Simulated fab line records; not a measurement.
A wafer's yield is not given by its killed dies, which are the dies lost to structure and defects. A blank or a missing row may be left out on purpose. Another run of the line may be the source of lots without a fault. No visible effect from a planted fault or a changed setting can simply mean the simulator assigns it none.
fab line records	flow sky130	part 2 of 2: steps 28 to 37 of 37
record: lots: 5	wafers: 15	last_day: 50
route steps=708 shown METAL1@454 VIA1@458 METAL2@483
lots with no fault: from the same line, run without faults
start_h: start of the lot's first displayed wafer, in hours after the record's first day	wait_h: hours elapsed since this lot's preceding step	" identical to the entry in the row above	L1.1+2: a single row standing in for several wafers	- value missing, or start not given	* or withheld: withheld	< > ~ a bound
route shown NAME@n: names a module that has steps shown in the file, with the first one's number in the route	usual: average and standard deviation across the fault-free wafers	same: alike in all rows	chamber/n: place in a boat	sites: per-site readings	_std_site: their standard deviation	_edge_site: the outer-site mean with the inner-site mean subtracted	radius_mm: how far each site lies from the wafer's centre	mask NAME#n: copy n	behind: the most recent tool/chamber to have shaped the wafer	hold: why the lot went on hold/how many hours it stayed there/how the hold came to an end	device: names the non-switching transistor (n, p or np)	end of line: at the end of the route, the tests of the same wafers	step lacking rows: just its recipe	killed: at the first sort, the dies lost to defects and structure; wafer yield is something else	map: a wafer's dies, marking killed ones x, the rest . and places with no die _
set.NAME: the setting that was run; set.NAME@STEP: the one run at that earlier step	model.NAME: the simulator's own value behind a step, which no gauge read
lots at selected steps of the route; one table per step, one row per wafer
services: the hour from which a tool's chamber was out of use, counted from the record's first day as start_h (under 0 if before that day), plus the number of hours and why
== steps ==
step: SKY_VIA1_THK_MEAS_23
recipe: thk_meas_gauge: xrf	reads: W_of_VIA1_CVD_21
usual: VIA1_W_THK: 272/3.9
lot.wafer	tool	chamber	start_h	wait_h	VIA1_W_THK[nm]
L076.3	film_metro-01	-	813.77	0.1	269
L076.4	"	-	"	"	271
L076.5	"	-	"	"	274
L077.2	film_metro-02	-	815.68	0.1	273
L077.4	"	-	"	"	276
L077.5	"	-	"	"	276
L091.1	film_metro-01	-	941.98	0.1	268
L091.4	"	-	"	"	272
L091.6	"	-	"	"	274
L093.1	film_metro-02	-	951.46	0.1	273
L093.2	"	-	"	"	272
L093.5	"	-	"	"	271
L095.1	film_metro-03	-	958.97	0.1	265
L095.4	"	-	"	"	272
L095.6	"	-	"	"	272
step: SKY_VIA1_CMP_24
recipe: stop_on: SiO2	t_overpolish_s: 15	down_force_psi: 3.5	platen_rpm: 60	target_thk_nm: 0	pad_velocity_m_s: 0.94248
usual: motor_current_A: 11.2/0.95	overpolish_run_s: 15.001/0.0095	time_to_endpoint_s: 64.8/2.7
lot.wafer	tool	chamber	start_h	wait_h	motor_current_A	overpolish_run_s	time_to_endpoint_s
L076.4	cmp-02	3	813.91	0.1	11.6	15.008	63.9
L076.3	"	0	"	"	12.4	14.990	64.7
L076.5	"	1	"	"	9.3	15.004	63.8
L077.2	cmp-01	0	815.78	0.1	11.1	14.999	61.9
L077.4	"	1	"	"	11.2	15.003	60.1
L077.5	"	0	"	"	10.9	14.997	65.3
L091.4	cmp-01	2	942.14	0.1	11.5	14.997	66.6
L091.1	"	3	"	"	11.6	14.995	62.1
L091.6	"	1	"	"	11.2	15.002	63.7
L093.2	cmp-02	0	952.36	0.9	12.8	15.019	64.5
L093.1	"	1	"	"	9.0	14.997	65.5
L093.5	"	2	"	"	12.0	15.009	63.8
L095.1	cmp-01	0	959.50	0.5	11.0	14.999	66.3
L095.4	"	1	"	"	11.1	14.994	65.6
L095.6	"	3	"	"	11.4	15.020	65.5
step: SKY_METAL2_SPUTTER_00
recipe: material: Ti	target_thk_nm: 15	power_w: 3000	time_s: 10	chamber_pressure_pa: 0.4
usual: throttle_valve_pct: 30.1/0.81
lot.wafer	tool	chamber	start_h	wait_h	throttle_valve_pct
L076.3	pvd_sputter-01	-	814.11	0.1	30.7
L076.4	"	-	"	"	29.4
L076.5	"	-	"	"	30.1
L077.2	pvd_sputter-02	-	816.03	0.2	30.9
L077.4	"	-	"	"	30.8
L077.5	"	-	"	"	30.8
L091.1	pvd_sputter-04	-	942.34	0.1	31.3
L091.4	"	-	"	"	30.5
L091.6	"	-	"	"	30.2
L093.1	pvd_sputter-01	-	952.56	0.1	28.9
L093.2	"	-	"	"	29.8
L093.5	"	-	"	"	29.6
L095.1	pvd_sputter-04	-	959.75	0.2	30.8
L095.4	"	-	"	"	31.5
L095.6	"	-	"	"	30.3
step: SKY_METAL2_SPUTTER_01
recipe: material: TiN	target_thk_nm: 20	power_w: 6500	time_s: 16.7	chamber_pressure_pa: 0.4
usual: throttle_valve_pct: 30.1/0.78
lot.wafer	tool	chamber	start_h	wait_h	throttle_valve_pct
L076.3	pvd_sputter-01	-	814.13	0.0	30.4
L076.4	"	-	"	"	29.7
L076.5	"	-	"	"	29.4
L077.2	pvd_sputter-02	-	816.05	0.0	31.0
L077.4	"	-	"	"	31.0
L077.5	"	-	"	"	31.0
L091.1	pvd_sputter-04	-	942.36	0.0	31.1
L091.4	"	-	"	"	30.1
L091.6	"	-	"	"	30.4
L093.1	pvd_sputter-01	-	952.59	0.0	28.9
L093.2	"	-	"	"	29.7
L093.5	"	-	"	"	29.8
L095.1	pvd_sputter-04	-	959.78	0.0	30.5
L095.4	"	-	"	"	31.2
L095.6	"	-	"	"	30.4
step: SKY_METAL2_SPUTTER_02
recipe: material: AlCu	target_thk_nm: 250	power_w: 10600	time_s: 13.3	chamber_pressure_pa: 0.4
usual: throttle_valve_pct: 30.1/0.8
lot.wafer	tool	chamber	start_h	wait_h	throttle_valve_pct
L076.3	pvd_sputter-01	-	814.16	0.0	30.6
L076.4	"	-	"	"	29.7
L076.5	"	-	"	"	29.4
L077.2	pvd_sputter-02	-	816.07	0.0	31.0
L077.4	"	-	"	"	30.9
L077.5	"	-	"	"	30.9
L091.1	pvd_sputter-04	-	942.39	0.0	31.0
L091.4	"	-	"	"	29.9
L091.6	"	-	"	"	30.3
L093.1	pvd_sputter-01	-	952.61	0.0	28.8
L093.2	"	-	"	"	29.6
L093.5	"	-	"	"	29.5
L095.1	pvd_sputter-04	-	959.80	0.0	30.6
L095.4	"	-	"	"	31.2
L095.6	"	-	"	"	30.2
step: SKY_METAL2_SPUTTER_03
recipe: material: Ti	target_thk_nm: 5	power_w: 3000	time_s: 3.3	chamber_pressure_pa: 0.4
usual: throttle_valve_pct: 30.1/0.76
lot.wafer	tool	chamber	start_h	wait_h	throttle_valve_pct
L076.3	pvd_sputter-01	-	814.18	0.0	30.7
L076.4	"	-	"	"	29.7
L076.5	"	-	"	"	29.8
L077.2	pvd_sputter-02	-	816.10	0.0	30.9
L077.4	"	-	"	"	30.7
L077.5	"	-	"	"	31.2
L091.1	pvd_sputter-04	-	942.41	0.0	31.2
L091.4	"	-	"	"	30.4
L091.6	"	-	"	"	30.4
L093.1	pvd_sputter-01	-	952.64	0.0	29.0
L093.2	"	-	"	"	29.6
L093.5	"	-	"	"	29.2
L095.1	pvd_sputter-04	-	959.83	0.0	30.7
L095.4	"	-	"	"	31.1
L095.6	"	-	"	"	30.4
step: SKY_METAL2_SPUTTER_04
recipe: material: TiN	target_thk_nm: 70	power_w: 6500	time_s: 58.3	chamber_pressure_pa: 0.4
usual: throttle_valve_pct: 30.1/0.79
lot.wafer	tool	chamber	start_h	wait_h	throttle_valve_pct
L076.3	pvd_sputter-01	-	814.20	0.0	30.4
L076.4	"	-	"	"	29.7
L076.5	"	-	"	"	29.5
L077.2	pvd_sputter-02	-	816.12	0.0	30.9
L077.4	"	-	"	"	30.8
L077.5	"	-	"	"	30.8
L091.1	pvd_sputter-04	-	942.43	0.0	31.3
L091.4	"	-	"	"	30.3
L091.6	"	-	"	"	30.4
L093.1	pvd_sputter-01	-	952.66	0.0	28.7
L093.2	"	-	"	"	29.5
L093.5	"	-	"	"	29.8
L095.1	pvd_sputter-04	-	959.84	0.0	30.7
L095.4	"	-	"	"	31.4
L095.6	"	-	"	"	30.2
step: SKY_METAL2_RS_MEAS_05
recipe: thk_meas_gauge: four-point-probe	reads: TiN_of_METAL2_SPUTTER_04+Ti_of_METAL2_SPUTTER_03+AlCu_of_METAL2_SPUTTER_02+TiN_of_METAL2_SPUTTER_01+Ti_of_METAL2_SPUTTER_00
usual: METAL2_ALCU_RS: 0.1268/0.0012
lot.wafer	tool	chamber	start_h	wait_h	METAL2_ALCU_RS[ohm/sq]
L076.3	film_metro-04	-	814.29	0.1	0.1278
L076.4	"	-	"	"	0.1277
L076.5	"	-	"	"	0.1281
L077.2	film_metro-02	-	816.18	0.0	0.1277
L077.4	"	-	"	"	0.1272
L077.5	"	-	"	"	0.1255
L091.1	film_metro-04	-	942.48	0.0	0.1260
L091.4	"	-	"	"	0.1272
L091.6	"	-	"	"	0.1275
L093.1	film_metro-03	-	952.70	0.0	0.1272
L093.2	"	-	"	"	0.1268
L093.5	"	-	"	"	0.1275
L095.1	film_metro-03	-	959.89	0.0	0.1247
L095.4	"	-	"	"	0.1248
L095.6	"	-	"	"	0.1239
step: SKY_METAL2_THK_MEAS_06
recipe: thk_meas_gauge: xrf	reads: AlCu_of_METAL2_SPUTTER_02
usual: METAL2_ALCU_THK: 248.9/2.6
lot.wafer	tool	chamber	start_h	wait_h	METAL2_ALCU_THK[nm]
L076.3	film_metro-04	-	814.39	0.1	247.2
L076.4	"	-	"	"	245.9
L076.5	"	-	"	"	246.7
L077.2	film_metro-02	-	816.29	0.1	246.3
L077.4	"	-	"	"	246.4
L077.5	"	-	"	"	249.3
L091.1	film_metro-04	-	942.60	0.1	251.1
L091.4	"	-	"	"	249.2
L091.6	"	-	"	"	249.3
L093.1	film_metro-03	-	952.82	0.1	246.9
L093.2	"	-	"	"	249.6
L093.5	"	-	"	"	248.0
L095.1	film_metro-03	-	960.01	0.1	252.5
L095.4	"	-	"	"	251.6
L095.6	"	-	"	"	254.8
step: SKY_METAL2_DEHYDRATE_07
recipe: temp_c: 200	time_s: 60
lot.wafer	tool	chamber	start_h	wait_h
L076.3+4+5	litho_track-04	0	826.74	12.3
L077.2+4+5	litho_track-02	0	828.69	12.4
L091.1+4+6	litho_track-02	0	954.22	11.6
L093.1+2+5	litho_track-04	0	963.65	10.8
L095.1+4+6	litho_track-02	0	971.27	11.2
== services ==
tool	chamber	start_h	hours	kind
cvd_w-01	-	761.34	1.2	repair
rie_diel-04	0	766.75	5.5	repair
wet_bench-02	-	788.63	1.9	pm
pvd_sputter-01	-	791.03	4.0	repair
plasma_asher-04	-	791.93	2.8	repair
pvd_sputter-04	-	793.16	3.3	repair
cmp-02	-	801.44	1.0	repair
rie_diel-04	0	808.99	5.2	repair
rie_diel-04	0	819.92	6.6	repair
pvd_sputter-02	-	830.20	2.3	repair
cvd_w-01	-	833.26	1.5	repair
cmp-02	-	845.36	4.0	pm
cmp-01	-	864.84	4.7	pm
rie_diel-04	2	877.25	8.9	repair
pvd_sputter-04	-	881.60	1.9	repair
plasma_asher-04	-	885.34	2.8	pm
pvd_sputter-01	-	897.33	13.1	repair
cvd_w-01	-	904.00	14.0	pm
rie_diel-04	-	905.33	0.2	repair
pvd_sputter-01	-	910.19	7.6	repair
cmp-02	-	912.00	4.0	pm
cmp-01	-	935.19	0.8	repair
pvd_sputter-02	-	940.01	12.7	repair
pvd_sputter-04	-	942.93	7.2	repair
